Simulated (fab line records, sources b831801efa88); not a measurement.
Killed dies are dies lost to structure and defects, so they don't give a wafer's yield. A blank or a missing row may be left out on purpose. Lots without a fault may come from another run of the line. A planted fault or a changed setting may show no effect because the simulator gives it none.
fab line records | flow sky130
record lots=6 wafers=18 last_day=50
route steps=708 shown VIA3@587 METAL4@598 CAP2M@603 PAD_OPEN@708
lots that met no fault: from a run of the same line without faults
start_h: hours from the record's first day to the start of the lot's first wafer shown | wait_h: hours since the lot's step before | " the same as in the row above | L1.1+2: a row that stands for several wafers | - no value, or no start given | * or withheld: withheld | < > ~ a bound
route shown NAME@n: a module of which the file shows steps, and the number in the route of the first | usual: mean/standard deviation of fault-free wafers | same: alike in all rows | chamber/n: place in a boat | sites: the reading at each site | _std_site: their standard deviation | _edge_site: outer sites' mean less inner sites' | radius_mm: how far each site lies from the wafer's centre | mask NAME#n: copy n | behind: the tool/chamber that last shaped the wafer | hold: why the lot was held/for how many hours/how that ended | device: the transistor (n, p or np) that didn't switch | end of line: the same wafers' tests at the end of the route | a step without rows: its recipe alone | killed: dies lost to structure and defects at the first sort, not the wafer's yield | map: a wafer's dies, x killed, . not, _ none there
set.NAME: the setting as run; set.NAME@STEP: as run at that earlier step | model.NAME: the simulator's own value behind a step, which no gauge read
lots at some steps of the route; a table a step, a row a wafer
services: from which hour (start_h, from the record's first day; less than 0 if before it) a tool's chamber was out of use, for how many hours, and why
## steps
# step SKY_VIA3_ETCH_14
# recipe chemistry=N2/H2 target=BARC ion_energy_ev=200 source_w=500 bias_w=100 pressure_mtorr=30 n2_flow_sccm=100 h2_flow_sccm=200 stop_on=SiO2 time_s=45.9 target_depth_a=600
# usual drypump_motor_current_A=5.6/0.49 n2_flow_sccm=100.0/0.33 oes_product_au=0.854/0.0048 throttle_valve_pct=13.224/0.0094
# same time_s=45.9
# columns lot.wafer tool chamber start_h wait_h drypump_motor_current_A n2_flow_sccm oes_product_au rf_hours_counter_h throttle_valve_pct
L586.2 rie_diel-04 1 980.34 0.0 6.2 99.7 0.857 3 13.232
L586.5 " 1 " " 6.2 99.7 0.855 - 13.239
L586.6 " 0 " " 5.0 100.3 0.853 - 13.211
L588.3 rie_diel-01 2 985.72 0.0 5.3 100.0 0.850 15 13.215
L588.5 " 2 " " 5.3 100.1 0.850 - 13.230
L588.6 " 0 " " 6.0 100.3 0.847 - 13.217
L590.1 rie_diel-04 3 996.39 0.0 5.5 99.7 0.861 10 13.219
L590.2 " 0 " " 5.0 100.1 0.849 10 13.219
L590.6 " 3 " " 5.5 100.4 0.848 - 13.226
L598.1 rie_diel-01 0 1048.62 0.0 6.0 99.7 0.863 7 13.240
L598.4 " 3 " " 5.7 100.1 0.848 6 13.234
L598.6 " 3 " " 5.7 100.1 0.852 - 13.234
L600.1 rie_diel-03 1 1058.82 0.0 4.8 100.5 0.853 26 13.220
L600.3 " 2 " " 6.1 99.9 0.847 14 13.213
L600.5 " 3 " " 5.4 100.4 0.854 - 13.232
L604.1 rie_diel-04 2 1079.50 0.0 5.1 100.3 0.844 23 13.226
L604.4 " 3 " " 5.4 99.7 0.858 13 13.227
L604.5 " 2 " " 5.2 99.8 0.851 - 13.222
# step SKY_VIA3_ETCH_15
# recipe target=SiO2 chemistry=C4F8/O2/Ar target_depth_nm=507 stop_on=TiN mask_material=KrF-thick source_w=1500 bias_w=1200 pressure_mtorr=40 c4f8_flow_sccm=withheld O2_flow_sccm=6 Ar_flow_sccm=300 time_s=78
# step SKY_VIA3_STRIP_16
# recipe chemistry=O2/N2 power_w=1400 pressure_mtorr=1500 platen_temp_c=withheld o2_flow_sccm=3000 n2_flow_sccm=300 overash_fraction=0.5
# step SKY_VIA3_STRIP_17
# recipe chemistry=post_etch_residue_remover time_s=1200 temp_c=72.5
# step SKY_VIA3_CLEAN_18
# recipe chemistry=IPA time_s=180 temp_c=25
# step SKY_VIA3_CLEAN_19
# recipe chemistry=O3/DIW dry=n2_spin
# step SKY_VIA3_SPUTTER_20
# recipe material=TiN target_thk_nm=20 chamber_pressure_pa=5 power_w=4000 time_s=80
# step SKY_VIA3_CVD_21
# recipe material=W target_thk_nm=390 time_s=117.31 temp_c=400 pressure_torr=40
# step SKY_VIA3_RS_MEAS_22
# recipe thk_meas_gauge=four-point-probe reads=W_of_VIA3_CVD_21+TiN_of_VIA3_SPUTTER_20
# usual VIA3_W_RS=0.291/0.004
# columns lot.wafer tool chamber start_h wait_h VIA3_W_RS[ohm/sq]
L586.2 film_metro-04 - 981.25 0.1 0.297
L586.5 " - " " 0.293
L586.6 " - " " 0.282
L588.3 film_metro-04 - 986.78 0.1 0.291
L588.5 " - " " 0.294
L588.6 " - " " 0.287
L590.1 film_metro-04 - 997.28 0.1 0.291
L590.2 " - " " 0.285
L590.6 " - " " 0.288
L598.1 film_metro-01 - 1049.54 0.1 0.300
L598.4 " - " " 0.296
L598.6 " - " " 0.300
L600.1 film_metro-02 - 1059.94 0.1 0.292
L600.3 " - " " 0.297
L600.5 " - " " 0.288
L604.1 film_metro-04 - 1080.37 0.1 0.286
L604.4 " - " " 0.288
L604.5 " - " " 0.294
# step SKY_VIA3_THK_MEAS_23
# recipe thk_meas_gauge=xrf reads=W_of_VIA3_CVD_21
# usual VIA3_W_THK=405/6.3
# columns lot.wafer tool chamber start_h wait_h VIA3_W_THK[nm]
L586.2 film_metro-04 - 981.36 0.1 403
L586.5 " - " " 404
L586.6 " - " " 421
L588.3 film_metro-04 - 986.88 0.1 402
L588.5 " - " " 396
L588.6 " - " " 408
L590.1 film_metro-04 - 997.40 0.1 400
L590.2 " - " " 410
L590.6 " - " " 408
L598.1 film_metro-01 - 1049.66 0.1 395
L598.4 " - " " 401
L598.6 " - " " 394
L600.1 film_metro-02 - 1060.06 0.1 401
L600.3 " - " " 395
L600.5 " - " " 408
L604.1 film_metro-04 - 1080.49 0.1 408
L604.4 " - " " 407
L604.5 " - " " 398
# step SKY_VIA3_CMP_24
# recipe stop_on=SiO2 t_overpolish_s=20 down_force_psi=3.5 platen_rpm=60 target_thk_nm=0 pad_velocity_m_s=0.94248
# usual edge_zone_pressure_frac=1.000/0.0052 motor_current_A=10.7/1.2 overpolish_run_s=20.000/0.0097 retaining_ring_pressure_frac=0.999/0.0051 time_to_endpoint_s=94/3.7
# same t_overpolish_s=20
# columns lot.wafer tool chamber start_h wait_h edge_zone_pressure_frac motor_current_A overpolish_run_s retaining_ring_pressure_frac time_to_endpoint_s
L586.2 cmp-01 1 981.57 0.2 1.004 12.4 20.010 0.993 89
L586.6 " 2 " " 1.003 9.7 20.008 0.999 94
L586.5 " 3 " " 0.997 12.5 19.997 1.002 89
L588.3 cmp-01 1 986.98 0.1 0.990 12.7 20.009 1.006 97
L588.5 " 0 " " 0.999 10.0 20.009 1.010 99
L588.6 " 1 " " 0.996 12.8 20.001 1.004 96
L590.2 cmp-01 3 997.56 0.1 1.003 12.7 19.996 0.997 94
L590.1 " 0 " " 0.999 9.7 20.000 1.002 96
L590.6 " 1 " " 0.997 12.4 20.016 0.995 94
L598.4 cmp-02 3 1050.29 0.6 0.997 10.7 20.001 0.998 93
L598.1 " 0 " " 1.012 9.8 19.999 1.000 98
L598.6 " 3 " " 1.001 10.8 20.005 0.998 92
L600.3 cmp-01 0 1060.43 0.3 1.001 10.6 19.989 0.998 89
L600.1 " 1 " " 0.994 12.7 20.009 1.002 88
L600.5 " 3 " " 0.995 12.7 19.990 0.998 93
L604.4 cmp-02 2 1080.84 0.3 1.006 9.1 20.006 1.004 97
L604.1 " 3 " " 1.005 10.2 19.998 1.003 100
L604.5 " 1 " " 0.992 10.3 19.999 1.001 94
# step SKY_METAL4_SPUTTER_00
# recipe material=Ti target_thk_nm=15 power_w=3000 time_s=10 chamber_pressure_pa=0.4
# step SKY_METAL4_SPUTTER_01
# recipe material=TiN target_thk_nm=20 power_w=6500 time_s=16.7 chamber_pressure_pa=0.4
# usual throttle_valve_pct=30.0/0.86
# same time_s=16.7
# columns lot.wafer tool chamber start_h wait_h throttle_valve_pct
L586.2 pvd_sputter-03 - 981.75 0.0 29.8
L586.5 " - " " 30.2
L586.6 " - " " 31.6
L588.3 pvd_sputter-02 - 987.27 0.0 29.7
L588.5 " - " " 29.9
L588.6 " - " " 29.7
L590.1 pvd_sputter-02 - 997.78 0.0 30.1
L590.2 " - " " 28.5
L590.6 " - " " 28.7
L598.1 pvd_sputter-02 - 1050.64 0.0 29.9
L598.4 " - " " 30.3
L598.6 " - " " 29.8
L600.1 pvd_sputter-02 - 1060.71 0.0 30.3
L600.3 " - " " 29.9
L600.5 " - " " 30.1
L604.1 pvd_sputter-01 - 1081.07 0.0 30.3
L604.4 " - " " 29.1
L604.5 " - " " 31.7
# step SKY_METAL4_SPUTTER_02
# recipe material=AlCu target_thk_nm=735 power_w=10600 time_s=39.1 chamber_pressure_pa=0.4
# step SKY_METAL4_SPUTTER_03
# recipe material=Ti target_thk_nm=5 power_w=3000 time_s=3.3 chamber_pressure_pa=0.4
# usual throttle_valve_pct=30.0/0.84
# same time_s=3.3
# columns lot.wafer tool chamber start_h wait_h throttle_valve_pct
L586.2 pvd_sputter-03 - 981.82 0.0 30.2
L586.5 " - " " 30.2
L586.6 " - " " 31.4
L588.3 pvd_sputter-02 - 987.34 0.0 29.8
L588.5 " - " " 29.8
L588.6 " - " " 29.8
L590.1 pvd_sputter-02 - 997.84 0.0 29.6
L590.2 " - " " 28.7
L590.6 " - " " 28.6
L598.1 pvd_sputter-02 - 1050.70 0.0 29.8
L598.4 " - " " 30.1
L598.6 " - " " 30.0
L600.1 pvd_sputter-02 - 1060.77 0.0 30.5
L600.3 " - " " 30.0
L600.5 " - " " 30.0
L604.1 pvd_sputter-01 - 1081.13 0.0 30.3
L604.4 " - " " 28.9
L604.5 " - " " 31.8
# step SKY_METAL4_SPUTTER_04
# recipe material=TiN target_thk_nm=70 power_w=6500 time_s=58.3 chamber_pressure_pa=0.4
# step SKY_CAP2M_CVD_00
# recipe material=SiO2 target_thk_nm=15.5 temp_c=400 time_s=withheld rf_w=450
# usual heater_power_w=778/120
# columns lot.wafer tool chamber start_h wait_h heater_power_w
L586.2 pecvd-04 1 981.89 0.0 605
L586.5 " 0 " " 645
L586.6 " 2 " " 954
L588.3 pecvd-04 1 987.40 0.0 632
L588.5 " 1 " " 634
L588.6 " 2 " " 886
L590.1 pecvd-03 0 997.91 0.0 873
L590.2 " 1 " " 922
L590.6 " 2 " " 766
L598.1 pecvd-03 1 1050.77 0.0 1071
L598.4 " 0 " " 882
L598.6 " 2 " " 811
L600.1 pecvd-04 1 1060.84 0.0 598
L600.3 " 0 " " 698
L600.5 " 2 " " 903
L604.1 pecvd-04 0 1081.20 0.0 724
L604.4 " 1 " " 670
L604.5 " 0 " " 728
# step SKY_CAP2M_THK_MEAS_01
# recipe reads=SiO2_of_CAP2M_CVD_00
# usual CAP2M_CVD_00_THK=15.51/0.22
# columns lot.wafer tool chamber start_h wait_h CAP2M_CVD_00_THK[nm]
L586.2 film_metro-04 - 981.92 - 15.44
L586.5 " - " " 15.79
L586.6 " - " " 15.66
L588.3 film_metro-03 - 987.44 - 15.49
L588.5 " - " " 15.92
L588.6 " - " " 15.65
L590.1 film_metro-03 - 997.93 - 15.51
L590.2 " - " " 15.51
L590.6 " - " " 15.97
L598.1 film_metro-04 - 1050.79 - 15.50
L598.4 " - " " 16.08
L598.6 " - " " 15.96
L600.1 film_metro-03 - 1060.86 - 15.50
L600.3 " - " " 15.18
L600.5 " - " " 15.33
L604.1 film_metro-03 - 1081.22 - 15.52
L604.4 " - " " 15.95
L604.5 " - " " 15.68
# step SKY_CAP2M_SPUTTER_02
# recipe material=TiN target_thk_nm=200 temp_c=300 power_w=6500 time_s=166.7 chamber_pressure_pa=0.4
# step SKY_CAP2M_RS_MEAS_03
# recipe thk_meas_gauge=four-point-probe reads=TiN_of_CAP2M_SPUTTER_02
# usual CAP2M_TIN_RS=6.84/0.067
# columns lot.wafer tool chamber start_h wait_h CAP2M_TIN_RS[ohm/sq]
L586.2 film_metro-03 - 982.10 0.1 6.84
L586.5 " - " " 6.77
L586.6 " - " " 6.90
L588.3 film_metro-03 - 987.63 0.1 6.90
L588.5 " - " " 6.87
L588.6 " - " " 6.94
L590.1 film_metro-02 - 998.10 0.1 6.76
L590.2 " - " " 6.80
L590.6 " - " " 6.80
L598.1 film_metro-03 - 1050.96 0.1 6.91
L598.4 " - " " 6.90
L598.6 " - " " 6.92
L600.1 film_metro-02 - 1061.03 0.1 6.96
L600.3 " - " " 6.97
L600.5 " - " " 7.01
L604.1 film_metro-04 - 1081.39 0.1 6.81
L604.4 " - " " 6.73
L604.5 " - " " 6.79
# step SKY_CAP2M_THK_MEAS_04
# recipe thk_meas_gauge=xrf reads=TiN_of_CAP2M_SPUTTER_02
# usual CAP2M_TIN_THK=205.7/2.3
# columns lot.wafer tool chamber start_h wait_h CAP2M_TIN_THK[nm]
L586.2 film_metro-03 - 982.21 0.1 206.4
L586.5 " - " " 208.3
L586.6 " - " " 204.6
L588.3 film_metro-03 - 987.73 0.1 203.4
L588.5 " - " " 204.5
L588.6 " - " " 201.6
L590.1 film_metro-02 - 998.22 0.1 206.8
L590.2 " - " " 205.9
L590.6 " - " " 205.5
L598.1 film_metro-03 - 1051.08 0.1 204.0
L598.4 " - " " 205.7
L598.6 " - " " 204.2
L600.1 film_metro-02 - 1061.15 0.1 202.3
L600.3 " - " " 202.6
L600.5 " - " " 200.2
L604.1 film_metro-04 - 1081.51 0.1 206.2
L604.4 " - " " 208.0
L604.5 " - " " 207.3
# step SKY_CAP2M_DEHYDRATE_05
# recipe temp_c=200 time_s=60
# step SKY_CAP2M_HMDS_06
# recipe prime_time_s=60 prime_temp_c=120
# step SKY_CAP2M_COAT_07
# recipe resist=NOVOLAK spin_rpm=3000 resist_thk_nm=1140
# step SKY_CAP2M_SOFTBAKE_08
# recipe temp_c=90 time_s=58.67 resist=NOVOLAK
# step SKY_CAP2M_EXPOSE_09
# recipe mask_id=CAP2M na=0.6 source_shape=conventional sigma_outer=0.6 polarization=unpolarized target_cd_nm=1000 dose_mj=159
# step SKY_CAP2M_PEB_10
# recipe temp_c=withheld time_s=* resist=NOVOLAK
# step SKY_CAP2M_DEVELOP_11
# recipe resist=NOVOLAK developer=TMAH develop_time_s=60 dev_temp_c=23
# step SKY_CAP2M_OVL_MEAS_12
# usual CAP2M_OVL=0.3/1.1
# columns lot.wafer tool chamber start_h wait_h CAP2M_OVL[nm]
L586.2 overlay-01 - 1005.27 0.1 -1.3
L586.5 " - " " -0.5
L586.6 " - " " 0.2
L588.3 overlay-01 - 1010.95 0.1 -1.2
L588.5 " - " " -0.7
L588.6 " - " " -0.8
L590.1 overlay-01 - 1021.11 0.1 -0.5
L590.2 " - " " 0.4
L590.6 " - " " 1.4
L598.1 overlay-02 - 1072.24 0.1 2.8
L598.4 " - " " 1.0
L598.6 " - " " 1.3
L600.1 overlay-01 - 1081.94 0.1 0.7
L600.3 " - " " 1.5
L600.5 " - " " 1.1
L604.1 overlay-01 - 1101.61 0.1 0.6
L604.4 " - " " 0.3
L604.5 " - " " 0.0
# step SKY_CAP2M_METAL_ETCH_13
# recipe target_depth_nm=220 stop_on=SiO2 chemistry=Cl2/BCl3 target=TiN pressure_mtorr=10 icp_w=900 bias_w=48.5 Cl2_flow_sccm=60 bcl3_flow_sccm=30 time_s=62.9
# usual drypump_motor_current_A=5.5/0.4 oes_product_au=0.947/0.007 throttle_valve_pct=21.899/0.011
# same time_s=62.9
# columns lot.wafer tool chamber start_h wait_h drypump_motor_current_A oes_product_au rf_hours_counter_h throttle_valve_pct
L586.2 rie_metal-01 0 1005.32 0.0 5.1 0.951 - 21.896
L586.5 " 0 " " 5.1 0.951 - 21.901
L586.6 " 0 " " 5.1 0.944 - 21.891
L588.3 rie_metal-04 0 1011.00 0.0 6.2 0.949 - 21.901
L588.5 " 1 " " 5.5 0.951 - 21.896
L588.6 " 0 " " 6.2 0.940 - 21.916
L590.1 rie_metal-04 0 1021.15 0.0 6.2 0.945 12 21.907
L590.2 " 1 " " 5.4 0.953 22 21.905
L590.6 " 0 " " 6.1 0.946 - 21.896
L598.1 rie_metal-02 1 1072.28 0.0 5.4 0.952 17 21.912
L598.4 " 0 " " 5.6 0.943 - 21.924
L598.6 " 1 " " 5.4 0.942 - 21.904
L600.1 rie_metal-04 1 1081.98 0.0 5.5 0.940 2 21.899
L600.3 " 1 " " 5.5 0.935 - 21.910
L600.5 " 0 " " 6.2 0.937 - 21.912
L604.1 rie_metal-04 1 1101.65 0.0 5.5 0.954 3 21.902
L604.4 " 1 " " 5.5 0.946 - 21.905
L604.5 " 0 " " 6.2 0.950 - 21.890
# step SKY_CAP2M_STRIP_14
# recipe chemistry=O2/N2 power_w=1400 pressure_mtorr=1500 platen_temp_c=withheld o2_flow_sccm=3000 n2_flow_sccm=300 overash_fraction=0.5
# step SKY_CAP2M_STRIP_15
# recipe chemistry=post_etch_residue_remover time_s=1200 temp_c=72.5
# step SKY_CAP2M_CLEAN_16
# recipe chemistry=IPA time_s=180 temp_c=25
# step SKY_CAP2M_CLEAN_17
# recipe chemistry=O3/DIW dry=n2_spin
# step SKY_METAL4_DEHYDRATE_05
# recipe temp_c=200 time_s=60
# step SKY_METAL4_HMDS_06
# recipe prime_time_s=60 prime_temp_c=120
# step SKY_METAL4_COAT_07
# recipe resist=BARC temp_c=withheld time_s=withheld spin_rpm=3000 resist_thk_nm=60
# step SKY_METAL4_COAT_08
# recipe resist=KrF-thick spin_rpm=3000 resist_thk_nm=1140
# step SKY_METAL4_SOFTBAKE_09
# recipe temp_c=100 time_s=90 resist=KrF-thick
# step SKY_METAL4_EXPOSE_10
# recipe mask_id=MM4 na=0.68 source_shape=annular sigma_inner=0.4 sigma_outer=0.8 target_cd_nm=300 dose_mj=28
# step SKY_METAL4_PEB_11
# recipe peb_temp_c=withheld peb_time_s=withheld resist=KrF-thick
# step SKY_METAL4_DEVELOP_12
# recipe develop_time_s=60 resist=KrF-thick dev_temp_c=21
# step SKY_PAD_OPEN_PROBE_99
# usual defect_limited_yield=82.6/2.1 killed_at_M0_to_M3=42/7.6 killed_at_M4_up=3.4/2 killed_at_contacts=24/5.9 killed_at_front_end=16/4.5 killed_at_other=0.4/0.58 killed_dies=86/10 killed_open=47/7.6 killed_short=39/6.7 sort_bin_3_pad_short=0.9/0.42 sort_bin_5_function=10.3/1.7 sort_bin_6_memory=6.2/1.2 sort_n_pass=406/10 sort_yield_pct=82.6/2.1
# same gross_dies=492 killed_at_back_side=0 sort_bin_4_leakage[%]=0 sort_bin_8_speed[%]=0
# columns lot.wafer tool chamber start_h wait_h defect_limited_yield[%] killed_at_M0_to_M3 killed_at_M4_up killed_at_contacts killed_at_front_end killed_at_other killed_dies killed_open killed_short sort_bin_3_pad_short[%] sort_bin_5_function[%] sort_bin_6_memory[%] sort_n_pass sort_yield_pct[%] model.etest.tester.sort_n_pass model.etest.tester.sort_yield_pct model.etest.tester.sort_bin_5_pct model.etest.tester.sort_bin_3_pct
L588.3 prober-02 - 1124.28 0.2 84.8 32 6 26 10 1 75 44 31 0.8 9.8 4.7 417 84.8 417 84.76 9.756 0.813
L588.5 prober-02 - 1124.38 0.2 83.5 43 4 18 16 0 81 40 41 2.0 9.8 4.7 411 83.5 411 83.54 9.756 2.033
L588.6 prober-02 - 1124.43 0.2 85.4 28 4 26 14 0 72 30 42 0.8 7.5 6.3 420 85.4 420 85.37 7.52 0.813
L590.1 prober-02 - 1131.87 0.1 81.5 48 5 28 10 0 91 58 33 0.4 12.6 5.5 401 81.5 401 81.5 12.6 0.4065
L590.2 prober-02 - 1131.92 0.1 82.1 44 4 25 14 1 88 55 31 1.4 10.4 6.1 404 82.1 404 82.11 10.37 1.423
L590.6 prober-02 - 1132.12 0.2 80.1 41 3 26 27 1 98 54 43 1.2 12.6 6.1 394 80.1 394 80.08 12.6 1.22
L598.1 prober-02 - 1173.68 0.1 70.1 38 73 23 13 0 147 46 31 4.5 19.9 5.5 345 70.1 345 70.12 19.92 4.472
L598.4 prober-02 - 1173.83 0.2 81.3 47 5 28 11 1 92 44 46 0.6 10.6 7.5 400 81.3 400 81.3 10.57 0.6098
L598.6 prober-02 - 1173.93 0.2 67.5 39 80 26 15 0 160 44 44 5.7 19.1 7.7 332 67.5 332 67.48 19.11 5.691
L600.1 prober-02 - 1183.08 0.1 86.2 35 0 18 15 0 68 34 34 0.8 9.1 3.9 424 86.2 424 86.18 9.146 0.813
L600.3 prober-02 - 1183.18 0.2 72.0 33 69 14 22 0 138 36 33 5.1 15.0 7.9 354 72.0 354 71.95 15.04 5.081
L600.5 prober-02 - 1183.28 0.2 75.0 25 65 13 20 0 123 32 28 5.7 14.6 4.7 369 75.0 369 75 14.63 5.691
L604.1 prober-02 - 1200.87 1.9 84.1 50 1 17 10 0 78 42 36 0.6 9.1 6.1 414 84.1 414 84.15 9.146 0.6098
L604.4 prober-02 - 1201.02 2.0 81.3 33 5 40 14 0 92 48 44 0.6 10.6 7.5 400 81.3 400 81.3 10.57 0.6098
L604.5 prober-02 - 1201.07 2.1 84.8 42 1 19 13 0 75 45 30 0.6 8.7 5.9 417 84.8 417 84.76 8.74 0.6098
# killed by level:class
L588.3 CONTACT:geometric_particle:open=10 VIA1:geometric_particle:open=10 VIA3:geometric_particle:open=8 LI_CONTACT:geometric_particle:open=7 METAL4:geometric_particle:short=6 CONTACT:geometric_particle:short=5 METAL2:geometric_particle:short=4 LOCAL_INTERCONNECT:geometric_particle:short=3
L588.5 VIA1:geometric_particle:open=12 LI_CONTACT:geometric_particle:open=8 FIELD_ISO:geometric_particle:short=6 VIA1:geometric_particle:short=6 VIA2:geometric_particle:open=5 CONTACT:geometric_particle:open=4 METAL1:geometric_particle:short=4 VIA3:geometric_particle:short=4
L588.6 CONTACT:geometric_particle:open=10 METAL2:geometric_particle:short=7 FIELD_ISO:geometric_particle:short=5 LI_CONTACT:geometric_particle:open=4 LOCAL_INTERCONNECT:geometric_particle:short=4 METAL1:geometric_particle:short=4 VIA3:geometric_particle:short=4 SPACER:geometric_particle:short=3
L590.1 VIA1:geometric_particle:open=11 VIA3:geometric_particle:open=11 LI_CONTACT:geometric_particle:open=10 CONTACT:geometric_particle:open=8 VIA2:geometric_particle:open=8 VIA2:geometric_particle:short=6 POLY_GATE:geometric_particle:short=4 CONTACT:geometric_particle:short=4
L590.2 VIA1:geometric_particle:open=16 CONTACT:geometric_particle:open=11 LI_CONTACT:geometric_particle:open=7 METAL2:geometric_particle:short=6 CONTACT:geometric_particle:short=5 VIA1:geometric_particle:short=5 VIA3:geometric_particle:open=5 FIELD_ISO:geometric_particle:open=4
L590.6 LI_CONTACT:geometric_particle:open=13 VIA1:geometric_particle:open=9 POLY_GATE:geometric_particle:short=8 VIA3:geometric_particle:open=7 CONTACT:geometric_particle:open=6 METAL1:geometric_particle:short=6 VIA1:geometric_particle:short=6 FIELD_ISO:geometric_particle:short=5
L598.1 METAL4:unspecified=69 VIA1:geometric_particle:open=11 LI_CONTACT:geometric_particle:open=9 CONTACT:geometric_particle:open=8 METAL1:geometric_particle:short=5 METAL2:geometric_particle:short=5 VIA2:geometric_particle:open=5 POLY_GATE:geometric_particle:open=4
L598.4 METAL2:geometric_particle:short=10 CONTACT:geometric_particle:open=8 VIA1:geometric_particle:open=8 LI_CONTACT:geometric_particle:open=7 LOCAL_INTERCONNECT:geometric_particle:short=7 VIA1:geometric_particle:short=6 VIA3:geometric_particle:short=5 METAL2:geometric_particle:open=4
L598.6 METAL4:unspecified=72 CONTACT:geometric_particle:open=9 VIA2:geometric_particle:open=8 LI_CONTACT:geometric_particle:open=6 VIA1:geometric_particle:open=6 POLY_GATE:geometric_particle:short=5 CONTACT:geometric_particle:short=5 METAL1:geometric_particle:short=5
L600.1 VIA1:geometric_particle:open=10 POLY_GATE:geometric_particle:short=5 LOCAL_INTERCONNECT:geometric_particle:short=5 METAL1:geometric_particle:short=5 FIELD_ISO:geometric_particle:open=4 LI_CONTACT:geometric_particle:open=4 VIA3:geometric_particle:open=4 VIA1:geometric_particle:short=4
L600.3 METAL4:unspecified=69 VIA1:geometric_particle:open=8 POLY_GATE:geometric_particle:short=6 POLY_GATE:geometric_particle:open=5 FIELD_ISO:geometric_particle:open=4 CONTACT:geometric_particle:open=4 METAL2:geometric_particle:short=4 METAL2:geometric_particle:open=4
L600.5 METAL4:unspecified=63 POLY_GATE:geometric_particle:open=6 VIA2:geometric_particle:open=6 SPACER:geometric_particle:short=4 LI_CONTACT:geometric_particle:open=4 CONTACT:geometric_particle:open=4 VIA1:geometric_particle:open=4 VIA3:geometric_particle:short=4
L604.1 VIA3:geometric_particle:open=9 CONTACT:geometric_particle:open=9 VIA1:geometric_particle:open=8 METAL2:geometric_particle:short=7 VIA2:geometric_particle:short=5 LOCAL_INTERCONNECT:geometric_particle:short=4 VIA1:geometric_particle:short=4 METAL1:geometric_particle:short=4
L604.4 CONTACT:geometric_particle:open=16 LOCAL_INTERCONNECT:geometric_particle:short=8 VIA1:geometric_particle:open=8 FIELD_ISO:geometric_particle:short=7 CONTACT:geometric_particle:short=6 LI_CONTACT:geometric_particle:open=5 VIA2:geometric_particle:open=5 METAL4:geometric_particle:short=4
L604.5 VIA1:geometric_particle:open=11 CONTACT:geometric_particle:open=10 VIA3:geometric_particle:open=8 VIA2:geometric_particle:open=6 METAL3:geometric_particle:short=5 LI_CONTACT:geometric_particle:open=4 VIA1:geometric_particle:short=4 FIELD_ISO:geometric_particle:open=3
# map L598.6 (x killed, . not)
__________.......xx._________
________...........x.._______
______..xx....xx.x..x..._____
_____.....x....x.x....x..____
____.......x....xxxxxxx...___
___x......x...xxxxxxxxx...x__
__..x..x......xxxxxxxxxx...._
_..x.x.x......xxxxxxxxx.x...x
_.x.x.....x..xxxxxxxxxxxx.x..
_..........xxxxxxxxxxxxxxxx..
_.....xx..x...xxxxxxxxx...x..
_xx..x.x...xx...xxxxxxx......
_...x....x.......x...xx......
_...xx........xx......x.x..x.
_..x.........................
__..xx.....x.....x.....xx.xx_
___...x......x.x.x.xxx.....__
____.....x...........xx...___
_____....x.x..x......x...____
______xx.....x....x....._____
________......xx...x.._______
__________.........x_________
# map L600.3 (x killed, . not)
__________..x......._________
________....x.x......._______
______...xx.x...x.x.x..._____
_____.x.x..x....x..x.xx..____
____.x...x.....xxxx.xxxx..___
___.x....x...x.xxxxxxx.x...__
__...........xxxxxxxxxx....._
_.x....x.....xxxxxxxxxxxx....
_x............xxxxxxxxxxx..xx
_x.......x....xxxxxxxxx..x...
_............x.xxxxxx...xx...
_.......x.....xxx.xxx.x..x.x.
_.........x....x.xx..........
_......x.x.x..x...........x..
_..x......x..................
__..x.......x..............._
___.xx.xxx....x..x.........__
____.xx.......x....x.....x___
_____...........x..x....x____
______...x...........x.._____
________x............._______
__________..x......._________
## services
# columns tool chamber start_h hours kind
cmp-01 - 959.13 0.3 repair
cmp-01 - 966.18 3.9 repair
rie_metal-01 1 971.59 47.0 repair
rie_diel-01 3 984.07 2.1 repair
rie_diel-01 - 991.41 0.4 repair
rie_metal-01 - 994.03 2.8 pm
pecvd-04 0 1011.61 12.1 repair
rie_metal-01 0 1018.13 6.6 repair
rie_metal-04 - 1028.83 5.8 repair
pvd_sputter-02 - 1034.69 4.7 repair
pecvd-03 2 1037.21 3.8 repair
cmp-01 - 1047.15 4.0 pm
pvd_sputter-02 - 1054.41 2.0 repair
rie_metal-01 0 1059.14 10.0 repair
pvd_sputter-01 - 1060.07 2.2 repair
rie_diel-03 - 1072.41 2.8 pm
rie_diel-04 0 1074.27 4.7 repair
pecvd-03 2 1075.79 4.5 repair
cmp-02 - 1084.53 4.0 pm
cmp-02 - 1085.20 1.3 repair
pvd_sputter-02 3 1090.38 - consumable_replace:kit
pvd_sputter-02 3 1090.38 18.0 scheduled_down
rie_diel-04 - 1095.60 0.4 repair
pecvd-03 - 1098.15 6.0 pm
## key
first_sign step=SKY_PAD_OPEN_PROBE_99 reading=killed_at_M4_up direction=up sigmas=34 usual=3.4 struck=71.8
effect step=SKY_PAD_OPEN_PROBE_99 reading=sort_bin_3_pad_short direction=up sigmas=10 usual=0.9 struck=5.2
model_effect step=SKY_PAD_OPEN_PROBE_99 value=etest.tester.sort_n_pass without=410.2 struck=350
met_at SKY_METAL4_SPUTTER_01
struck_wafers L598.1,L598.6,L600.3,L600.5
onset_between 997.78 1050.64
fault kind=chamber_particle_source tool=pvd_sputter-02 chamber=- onset_h=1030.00 steps=SKY_METAL4_SPUTTER_01 rate_per_visit_cm2=2.0718 end_h=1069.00 scope=struck_wafers_only
